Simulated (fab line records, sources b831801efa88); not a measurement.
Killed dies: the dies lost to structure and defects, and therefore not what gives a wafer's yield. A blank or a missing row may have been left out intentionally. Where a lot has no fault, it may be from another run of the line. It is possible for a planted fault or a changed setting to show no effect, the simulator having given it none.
Which tool did it? / flow sky130 / 33 wafers from 11 lots sampled at 3 of the route's 708 steps

== WHAT THE GAUGES SHOWED, per wafer ==
SKY_CAP2M_THK_MEAS_01.
lot=L951; measured=day 40 09:49; on=film-metro-01; CAP2M_CVD_00_THK (nm)=15.07 15.22 15.46
lot=L952; measured=day 41 07:17; on=film-metro-01; CAP2M_CVD_00_THK (nm)=15.22 15.50 15.34
lot=L953; measured=day 41 09:08; on=film-metro-03; CAP2M_CVD_00_THK (nm)=15.24 15.74 15.62
lot=L956; measured=day 42 02:20; on=film-metro-03; CAP2M_CVD_00_THK (nm)=27.73 28.05 28.16
lot=L961; measured=day 43 05:43; on=film-metro-01; CAP2M_CVD_00_THK (nm)=27.72 27.85 28.26
lot=L963; measured=day 43 07:55; on=film-metro-01; CAP2M_CVD_00_THK (nm)=27.97 27.69 28.53
lot=L965; measured=day 44 18:04; on=film-metro-03; CAP2M_CVD_00_THK (nm)=15.24 15.38 15.43
lot=L967; measured=day 44 18:47; on=film-metro-03; CAP2M_CVD_00_THK (nm)=15.27 15.06 15.32
lot=L970; measured=day 45 12:13; on=film-metro-03; CAP2M_CVD_00_THK (nm)=15.07 15.30 15.67
lot=L972; measured=day 45 22:40; on=film-metro-04; CAP2M_CVD_00_THK (nm)=15.23 15.61 15.65
lot=L973; measured=day 46 01:17; on=film-metro-04; CAP2M_CVD_00_THK (nm)=15.25 15.43 15.65

== WHAT TOOL EACH LOT RAN ON (gives the tool, then ch and the chambers of the sampled wafers, and finally the start) ==
lot=L951; SKY_METAL4_SPUTTER_01=pvd-sputter-04, day 40 09:40; SKY_CAP2M_CVD_00=pecvd-01 ch 0,2, day 40 09:48
lot=L952; SKY_METAL4_SPUTTER_01=pvd-sputter-03, day 41 07:07; SKY_CAP2M_CVD_00=pecvd-01 ch 0,2, day 41 07:15
lot=L953; SKY_METAL4_SPUTTER_01=pvd-sputter-02, day 41 08:59; SKY_CAP2M_CVD_00=pecvd-02 ch 0,2, day 41 09:07
lot=L956; SKY_METAL4_SPUTTER_01=pvd-sputter-04, day 42 02:10; SKY_CAP2M_CVD_00=pecvd-02 ch 0,1, day 42 02:17
lot=L961; SKY_METAL4_SPUTTER_01=pvd-sputter-03, day 43 05:34; SKY_CAP2M_CVD_00=pecvd-02 ch 0,1,2, day 43 05:42
lot=L963; SKY_METAL4_SPUTTER_01=pvd-sputter-03, day 43 07:46; SKY_CAP2M_CVD_00=pecvd-02 ch 0,1,2, day 43 07:54
lot=L965; SKY_METAL4_SPUTTER_01=pvd-sputter-02, day 44 17:55; SKY_CAP2M_CVD_00=pecvd-01 ch 1,2, day 44 18:02
lot=L967; SKY_METAL4_SPUTTER_01=pvd-sputter-02, day 44 18:36; SKY_CAP2M_CVD_00=pecvd-04 ch 1,2, day 44 18:45
lot=L970; SKY_METAL4_SPUTTER_01=pvd-sputter-02, day 45 12:03; SKY_CAP2M_CVD_00=pecvd-01 ch 0,2, day 45 12:11
lot=L972; SKY_METAL4_SPUTTER_01=pvd-sputter-02, day 45 22:31; SKY_CAP2M_CVD_00=pecvd-02 ch 0,2, day 45 22:38
lot=L973; SKY_METAL4_SPUTTER_01=pvd-sputter-03, day 46 01:07; SKY_CAP2M_CVD_00=pecvd-04 ch 0,1, day 46 01:14
- SKY_METAL4_SPUTTER_01: material TiN, target thk 20 nm, time 16.7 s.
- SKY_CAP2M_CVD_00: deposits SiO2, target thk 15.5 nm.

== THE ANSWER, worked out from the rows above alone ==
Rule: what is usual is taken from the lots themselves. The widest of any qualifying gaps counts: lots, ordered by their means at a reading, are off when they make up no more than a third of the lots, leave a main group of 4 or more, and stand apart from it by 3 or more times the standard deviation of that group's means. A main group is skipped when, at the precision printed for the reading in the tables above, its means are all equal. Also off: a lot with no number at a reading for which 4 or more lots have one. Any other lot the step has rows for is counted as sound.
Off: L956, L961, L963, seen at SKY_CAP2M_THK_MEAS_01 (CAP2M_CVD_00_THK). For the main group the mean is 15.37 nm and the standard deviation 0.1.
If a tool, at a process step before that reading, ran all the lots that are off and no sound lot after the first of them, it fits. The gauges at SKY_CAP2M_THK_MEAS_01 are tried like those tools. Not one of the candidates tried fits.

== WHAT WAS PUT IN BY THE SIMULATOR ==
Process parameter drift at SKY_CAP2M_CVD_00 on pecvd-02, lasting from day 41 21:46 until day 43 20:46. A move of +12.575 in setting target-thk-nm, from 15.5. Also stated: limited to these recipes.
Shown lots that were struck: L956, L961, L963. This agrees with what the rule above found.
